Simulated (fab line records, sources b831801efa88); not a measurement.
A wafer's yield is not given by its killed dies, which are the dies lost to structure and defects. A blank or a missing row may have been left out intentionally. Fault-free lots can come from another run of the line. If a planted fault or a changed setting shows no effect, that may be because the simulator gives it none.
Which tool is to blame? | flow gf180mcu | 14 lots with 42 wafers sampled at 7 steps, on a route of 602 steps

WHAT THE GAUGES READ, wafer by wafer
GF_VT_IMPLANT_OVL_MEAS_29.
lot  | measured     | on         | VT_IMPLANT_02_OVL (nm)
L405 | day 7 06:29  | overlay-01 | 1.8 -3.7 -0.6
L406 | day 7 14:04  | overlay-01 | -2.8 -2.0 -0.8
L407 | day 7 19:32  | overlay-02 | 0.4 0.4 -0.2
L408 | day 8 01:08  | overlay-01 | 0.0 0.6 -0.7
L409 | day 8 12:13  | overlay-02 | -2.8 -3.1 -2.2
L410 | day 8 14:41  | overlay-02 | 0.2 0.1 0.5
L413 | day 9 10:08  | overlay-02 | 1.9 -2.6 -1.2
L415 | day 9 19:49  | overlay-01 | -1.1 -1.8 -1.5
L416 | day 10 08:08 | overlay-01 | -1.7 -2.1 -0.7
L417 | day 10 11:31 | overlay-01 | -2.7 -1.5 -2.0
L418 | day 10 17:19 | overlay-02 | -2.5 -1.8 -0.9
L422 | day 11 19:58 | overlay-01 | 2.0 -0.6 0.6
L423 | day 12 06:32 | overlay-02 | -0.2 0.6 0.2
L427 | day 13 06:08 | overlay-01 | -0.4 0.1 -0.8

GF_POLY_GATE_CD_MEAS_18.
lot  | measured     | on        | cd-nm (nm)
L405 | day 9 17:10  | cd-sem-01 | 280.4 283.3 282.3
L406 | day 10 00:19 | cd-sem-01 | 279.5 280.0 277.2
L407 | day 10 09:33 | cd-sem-01 | 278.4 278.2 281.3
L408 | day 10 14:20 | cd-sem-01 | 279.2 279.0 281.6
L409 | day 11 00:25 | cd-sem-01 | 281.2 278.7 280.9
L410 | day 11 02:41 | cd-sem-02 | 281.4 281.7 279.8
L413 | day 12 01:28 | cd-sem-01 | 279.4 278.5 279.2
L415 | day 12 12:53 | cd-sem-02 | 278.6 278.8 279.9
L416 | day 12 22:46 | cd-sem-01 | 280.4 279.2 277.7
L417 | day 13 03:30 | cd-sem-01 | 277.9 277.9 280.0
L418 | day 13 10:29 | cd-sem-02 | 277.6 280.0 278.9
L422 | day 14 15:20 | cd-sem-01 | - - -
L423 | day 15 04:17 | cd-sem-01 | - - -
L427 | day 16 07:02 | cd-sem-02 | 278.2 276.3 279.5

GF_NSD_TW_MEAS_12.
lot  | measured     | on            | NSD_TW
L405 | day 13 20:06 | film-metro-01 | 4309 4319 4294
L406 | day 14 05:33 | film-metro-02 | 4238 4256 4232
L407 | day 14 15:19 | film-metro-04 | 4254 4242 4253
L408 | day 14 21:00 | film-metro-02 | 4210 4249 4221
L409 | day 15 08:05 | film-metro-04 | 4206 4192 4214
L410 | day 15 12:23 | film-metro-04 | 4208 4201 4172
L413 | day 16 16:14 | film-metro-01 | 4298 4304 4297
L415 | day 17 04:04 | film-metro-01 | 4310 4317 4291
L416 | day 17 15:05 | film-metro-02 | 4215 4199 4229
L417 | day 17 20:32 | film-metro-04 | 4250 4239 4308
L418 | day 18 05:37 | film-metro-04 | 4196 4222 4217
L427 | day 21 09:23 | film-metro-01 | 4319 4299 4315

GF_PSD_CD_MEAS_07 targets a cd of 400 nm.
lot  | measured     | on        | cd-nm (nm)
L405 | day 14 16:44 | cd-sem-01 | 397.8 399.2 399.4
L406 | day 15 02:41 | cd-sem-02 | 399.9 399.5 401.2
L407 | day 15 12:48 | cd-sem-01 | 398.8 397.0 397.9
L408 | day 15 18:41 | cd-sem-01 | 401.5 401.5 399.0
L409 | day 16 06:07 | cd-sem-02 | 402.4 402.1 401.5
L410 | day 16 10:05 | cd-sem-01 | 401.9 400.6 401.4
L413 | day 17 13:35 | cd-sem-02 | 402.7 403.4 403.0
L415 | day 18 02:49 | cd-sem-02 | 399.2 400.1 401.9
L416 | day 18 14:10 | cd-sem-02 | 400.8 396.9 400.0
L417 | day 18 20:19 | cd-sem-01 | 404.6 403.7 405.4
L418 | day 19 05:52 | cd-sem-02 | 401.4 401.5 400.6
L427 | day 22 08:40 | cd-sem-02 | 399.1 397.8 398.6

WHAT TOOL EACH LOT RAN ON (gives the tool, then ch and the chambers of the sampled wafers, and finally the start)
lot  | GF_POLY_GATE_ETCH_12               | GF_POLY_GATE_ETCH_13             | GF_POLY_GATE_STRIP_14
L405 | rie-diel-02 ch 0,1,2, day 9 14:38  | rie-si-01 ch 1,3, day 9 14:41    | plasma-asher-02 ch 0,1, day 9 14:45
L406 | rie-diel-01 ch 0,1, day 9 22:44    | rie-si-01 ch 0,2,3, day 9 22:47  | plasma-asher-01 ch 0,1, day 9 22:50
L407 | rie-diel-01 ch 0,2,3, day 10 07:02 | rie-si-01 ch 2,3, day 10 07:05   | plasma-asher-02 ch 0,1, day 10 07:10
L408 | rie-diel-03 ch 0,1,3, day 10 12:44 | rie-si-01 ch 0,1,3, day 10 12:47 | plasma-asher-02 ch 0,1, day 10 12:51
L409 | rie-diel-02 ch 1,2, day 10 22:50   | rie-si-02 ch 2,3, day 10 22:53   | plasma-asher-02 ch 0,1, day 10 22:57
L410 | rie-diel-02 ch 0,1,2, day 11 00:20 | rie-si-01 ch 0,1,2, day 11 00:23 | plasma-asher-03 ch 1, day 11 00:26
L413 | rie-diel-01 ch 0,3, day 11 23:52   | rie-si-01 ch 0,3, day 11 23:55   | plasma-asher-02 ch 0, day 11 23:59
L415 | rie-diel-01 ch 0,3, day 12 10:25   | rie-si-01 ch 1,3, day 12 10:28   | plasma-asher-02 ch 0,1, day 12 10:32
L416 | rie-diel-01 ch 0,1,2, day 12 21:11 | rie-si-02 ch 0,2,3, day 12 21:14 | plasma-asher-01 ch 0,1, day 12 21:18
L417 | rie-diel-02 ch 0,2,3, day 13 01:50 | rie-si-02 ch 0,1,3, day 13 01:53 | plasma-asher-02 ch 0,1, day 13 01:57
L418 | rie-diel-01 ch 1,3, day 13 08:35   | rie-si-02 ch 0,2, day 13 08:38   | plasma-asher-03 ch 0,1, day 13 08:42
L422 | rie-diel-01 ch 1,2, day 14 13:46   | rie-si-02 ch 0,1,3, day 14 13:49 | plasma-asher-01 ch 0,1, day 14 13:53
L423 | rie-diel-01 ch 1,2,3, day 15 01:44 | rie-si-01 ch 0,1,3, day 15 01:47 | plasma-asher-02 ch 0,1, day 15 01:53
L427 | rie-diel-02 ch 0,1,3, day 16 04:40 | rie-si-02 ch 0,1, day 16 04:43   | plasma-asher-01 ch 0,1, day 16 04:49
- GF_POLY_GATE_ETCH_12: etches BARC in N2/H2.
- GF_POLY_GATE_ETCH_13: etches poly-Si in HBr/Cl2, stops on SiO2, target depth 198.5 nm, time 69.6 s.
- GF_POLY_GATE_STRIP_14: strips in O2/N2.

AS READ BY THE TOOLS THEMSELVES (means over the sampled wafers that have a number; for cases with no such wafer, the mark the record gives instead)
GF_POLY_GATE_ETCH_12.
lot  | tool        | bias-w (W) | chamber-pressure-mTorr (mTorr) | drypump-motor-current-A (A) | oes-product-au (a.u.) | throttle-valve-pct (%)
L405 | rie-diel-02 | 100.28     | 30.009                         | 5.3                         | 0.735                 | 13.213
L406 | rie-diel-01 | 100.04     | 29.995                         | 5.9                         | 0.734                 | 13.207
L407 | rie-diel-01 | 100.11     | 30.006                         | 5.6                         | 0.742                 | 13.220
L408 | rie-diel-03 | 100.25     | 30.000                         | 5.8                         | 0.738                 | 13.222
L409 | rie-diel-02 | 100.25     | 30.005                         | 4.9                         | 0.730                 | 13.222
L410 | rie-diel-02 | 100.26     | 30.019                         | 5.3                         | 0.732                 | 13.217
L413 | rie-diel-01 | 100.17     | 30.015                         | 6.1                         | 0.733                 | 13.210
L415 | rie-diel-01 | 99.90      | 30.011                         | 6.1                         | 0.732                 | 13.218
L416 | rie-diel-01 | 100.12     | 29.995                         | 5.5                         | 0.733                 | 13.202
L417 | rie-diel-02 | 99.70      | 30.016                         | 5.7                         | 0.734                 | 13.217
L418 | rie-diel-01 | 100.21     | 29.997                         | 6.3                         | 0.734                 | 13.214
L422 | rie-diel-01 | -          | -                              | -                           | -                     | -
L423 | rie-diel-01 | -          | -                              | -                           | -                     | -
L427 | rie-diel-02 | 100.20     | 29.997                         | 5.7                         | 0.731                 | 13.214

GF_POLY_GATE_ETCH_13.
lot  | tool      | HBr_flow_sccm (sccm) | bias-w (W) | chamber-pressure-mTorr (mTorr) | drypump-motor-current-A (A) | oes-product-au (a.u.) | throttle-valve-pct (%)
L405 | rie-si-01 | 149.7                | 97.4       | 9.995                          | 6.1                         | 0.991                 | 33.684
L406 | rie-si-01 | 150.0                | 97.7       | 9.991                          | 5.6                         | 0.988                 | 33.686
L407 | rie-si-01 | 149.6                | 97.4       | 10.003                         | 5.6                         | 0.988                 | 33.686
L408 | rie-si-01 | 149.9                | 97.8       | 10.002                         | 5.9                         | 0.983                 | 33.683
L409 | rie-si-02 | 150.4                | 97.5       | 10.001                         | 6.0                         | 0.981                 | 33.684
L410 | rie-si-01 | 150.1                | 97.3       | 10.002                         | 5.7                         | 0.984                 | 33.671
L413 | rie-si-01 | 150.1                | 97.9       | 9.993                          | 5.8                         | 0.988                 | 33.691
L415 | rie-si-01 | 149.7                | 98.0       | 9.999                          | 6.0                         | 0.982                 | 33.685
L416 | rie-si-02 | 150.2                | 97.7       | 10.003                         | 5.8                         | 0.990                 | 33.685
L417 | rie-si-02 | 150.2                | 97.9       | 10.004                         | 5.5                         | 0.981                 | 33.685
L418 | rie-si-02 | 150.2                | 97.6       | 9.995                          | 6.2                         | 0.993                 | 33.683
L422 | rie-si-02 | 150.0                | 97.4       | 10.011                         | 5.5                         | 0.272                 | 33.685
L423 | rie-si-01 | 149.9                | 97.8       | 10.000                         | 5.9                         | 0.273                 | 33.681
L427 | rie-si-02 | 150.0                | 97.9       | 9.999                          | 5.3                         | 0.980                 | 33.687

GF_POLY_GATE_STRIP_14.
lot  | tool            | chamber-pressure-mTorr (mTorr) | drypump-motor-current-A (A) | heater-power-w (W) | oes-product-au (a.u.)
L405 | plasma-asher-02 | 1499.1                         | 5.9                         | 387                | 0.505
L406 | plasma-asher-01 | 1499.4                         | 5.6                         | 334                | 0.503
L407 | plasma-asher-02 | 1498.4                         | 5.8                         | 389                | 0.503
L408 | plasma-asher-02 | 1501.5                         | 5.8                         | 379                | 0.506
L409 | plasma-asher-02 | 1499.1                         | 5.8                         | 393                | 0.504
L410 | plasma-asher-03 | 1499.0                         | 6.5                         | 304                | 0.504
L413 | plasma-asher-02 | 1501.3                         | 5.8                         | 385                | 0.502
L415 | plasma-asher-02 | 1500.9                         | 5.8                         | 391                | 0.505
L416 | plasma-asher-01 | 1500.4                         | 5.6                         | 330                | 0.497
L417 | plasma-asher-02 | 1500.6                         | 5.9                         | 390                | 0.506
L418 | plasma-asher-03 | 1499.4                         | 5.9                         | 306                | 0.503
L422 | plasma-asher-01 | 1500.5                         | 5.9                         | 325                | 0.529
L423 | plasma-asher-02 | 1499.9                         | 5.8                         | 388                | 0.532
L427 | plasma-asher-01 | 1500.4                         | 5.6                         | 331                | 0.508

THE ANSWER, worked out from the rows above alone
Rule: usual is defined by the lots themselves. Put in order of their means at a reading, lots are off if they are a third of the lots or fewer, leave a main group of 4 or more, and stand apart from it by a gap of 3 or more times the standard deviation of the main group's means; of several such gaps the widest counts. A main group whose means are all the same, to the digits that the tables above print for the reading, isn't used. Also off: a lot with no number at a reading for which 4 or more lots have one. Where the step has rows for the other lots, those lots are counted as sound. First the gauges in route order, then the tools' own readings, where a lot's mean is used as printed above. The first step at which some lot is off is used, and at that step the reading that is off furthest; a lot without a number counts as furthest.
Off: L422, L423, at GF_POLY_GATE_CD_MEAS_18 (cd-nm). Without a number there: L422, L423. Mean 279.5 nm and standard deviation 1.1 in the main group.
A tool fits if, at a process step before that reading, it ran every lot that is off, and no sound lot after the first of them. Not tried: the gauges at GF_POLY_GATE_CD_MEAS_18; whatever is off there is also off at GF_POLY_GATE_ETCH_12, on other tools, and gauge error can't account for it. One fits: GF_POLY_GATE_ETCH_12 on rie-diel-01. Its last sound lot is L418 (day 13 08:35), its first lot that is off L422 (day 14 13:46): a fault that began between those two fits.
Blank at GF_POLY_GATE_ETCH_12 on the lots that are off, where sound lots have numbers: bias-w, chamber-pressure-mTorr, drypump-motor-current-A, oes-product-au, throttle-valve-pct.

WHAT THE SIMULATOR HAD PUT IN
Skipped step whole: rie-diel-01, from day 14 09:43 on, at GF_POLY_GATE_ETCH_12. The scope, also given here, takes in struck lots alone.
Shown lots that were struck: L422, L423. The rule above reached the same finding.
